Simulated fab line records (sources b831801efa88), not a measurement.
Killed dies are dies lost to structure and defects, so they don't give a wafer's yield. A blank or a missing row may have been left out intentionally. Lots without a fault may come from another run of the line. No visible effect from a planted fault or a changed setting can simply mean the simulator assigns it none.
A struck lot beside a sound one :: flow sky130 :: 15 steps out of a route of 708
Sound: wafers L138.3, L138.4, L138.6. Struck: wafers L146.1, L146.5, L146.6. The cause is named last.
Per side, at each step with rows, come the tool, then ch with its chambers, and then its first start. Under that, the readings that differ: sound wafers :: struck wafers :: difference of the means :: sigmas: that difference in standard deviations of wafers without a fault.
alike: readings whose means differ by less than 2 such deviations, and words and numbers that are the same on both sides. not compared: withheld readings, readings that some wafer has no value for, bounds like >300 that may hide the same value, and numbers for which the record gives no deviation and whose values overlap.
Wherever a step has rows on one side only, a row that says differs or no value, or a row with sigmas, the two part there. Numbers that don't overlap but have no deviation are shown without sigmas and don't part them. A reading missing from all wafers of one side parts the sides only when that side holds two or more wafers.

first, 1 step without rows for these wafers: SKY_FIELD_ISO_DEVELOP_12 (develop time 60 s).
SKY_FIELD_ISO_CD_MEAS_13: the cd target is 150 nm.
  sound on cdSem-01, day 3 18:42; struck on cdSem-01, day 5 10:02
reading: cdNm (nm)
sound: 149.4 147.5 147.0
struck: 151.3 150.1 151.3
difference: +2.9
sigmas: +2
SKY_FIELD_ISO_ETCH_14: etches BARC in N2/H2, stops on SiO2, time 45.9 s, target depth 60 nm.
  sound on rieDiel-02 ch 1,2,3, day 3 18:47; struck on rieDiel-04 ch 0,2,3, day 5 10:10
  alike: drypumpMotorCurrentA, oesProductAu, throttleValvePct
  not compared: rfHoursCounterH
SKY_FIELD_ISO_ETCH_15: etches the open film in CHF3/O2, stops on Si, target depth 180 nm, time 72 s.
  sound on rieDiel-02 ch 1,2,3, day 3 18:49; struck on rieDiel-04 ch 0,2,3, day 5 10:13
  alike: drypumpMotorCurrentA, oesProductAu, throttleValvePct
  not compared: rfHoursCounterH
SKY_FIELD_ISO_STRIP_16: strips in O2/N2.
  sound on plasmaAsher-04 ch 0,1, day 3 18:55; struck on plasmaAsher-03 ch 0,1, day 5 10:16
  alike: drypumpMotorCurrentA, oesProductAu, stripTimeToEndpointS
  not compared: rfHoursCounterH
SKY_FIELD_ISO_ETCH_17: etches Si in HBr/Cl2/O2, target depth 342 nm, time 97.7 s.
  sound on rieSi-02 ch 1,2,3, day 3 18:59; struck on rieSi-02 ch 0,3, day 5 10:22
  alike: HBr_flow_sccm, drypumpMotorCurrentA, oesProductAu, throttleValvePct
  not compared: rfHoursCounterH
then, 5 steps without rows for these wafers: SKY_FIELD_ISO_WET_ETCH_18 (etches Si3N4 in H3PO4, target depth 25 nm, time 286 s); SKY_FIELD_ISO_CLEAN_19 (cleans in SC1/SC2, time 150 s); SKY_FIELD_ISO_CLEAN_20 (cleans in dHF, time 20 s); SKY_FIELD_ISO_WET_ETCH_21 (etches SiO2 in dHF, target depth 20 nm, time 400 s); SKY_FIELD_ISO_OXIDATION_22 (stabilise 600 s, purge 300 s, target thk 10 nm).
SKY_FIELD_ISO_THK_MEAS_23:
  sound on filmMetro-04, day 3 20:32; struck on filmMetro-03, day 5 15:34
  alike: FIELD_ISO_OXIDATION_01_THK
SKY_FIELD_ISO_CVD_24: deposits SiO2, target thk 595 nm, time 99.2 s.
  sound on hdpcvd-01 ch 0,1, day 3 20:34; struck on hdpcvd-02 ch 0,2, day 5 15:38
reading: model.SiO2_of_FIELD_ISO_CVD_24.thkNm (nm)
sound: 596.8 592.4 595
struck: 1038 1036 1031
difference: +440
sigmas: 
  alike: susceptorTempC
SKY_FIELD_ISO_THK_MEAS_25:
  sound on filmMetro-03, day 3 20:40; struck on filmMetro-04, day 5 15:56
reading: FIELD_ISO_CVD_24_THK (nm)
sound: 597 593 595
struck: 1038 1036 1030
difference: +440
sigmas: +79
  not compared: hold
SKY_PAD_OPEN_PROBE_99:
  the record has rows for the sound wafers here (prober-01, day 47 17:05) and none for the struck ones

== WHERE THEY PART ==
First at SKY_FIELD_ISO_CD_MEAS_13; last, within this record, at SKY_PAD_OPEN_PROBE_99.

WHY: what the simulator had put in
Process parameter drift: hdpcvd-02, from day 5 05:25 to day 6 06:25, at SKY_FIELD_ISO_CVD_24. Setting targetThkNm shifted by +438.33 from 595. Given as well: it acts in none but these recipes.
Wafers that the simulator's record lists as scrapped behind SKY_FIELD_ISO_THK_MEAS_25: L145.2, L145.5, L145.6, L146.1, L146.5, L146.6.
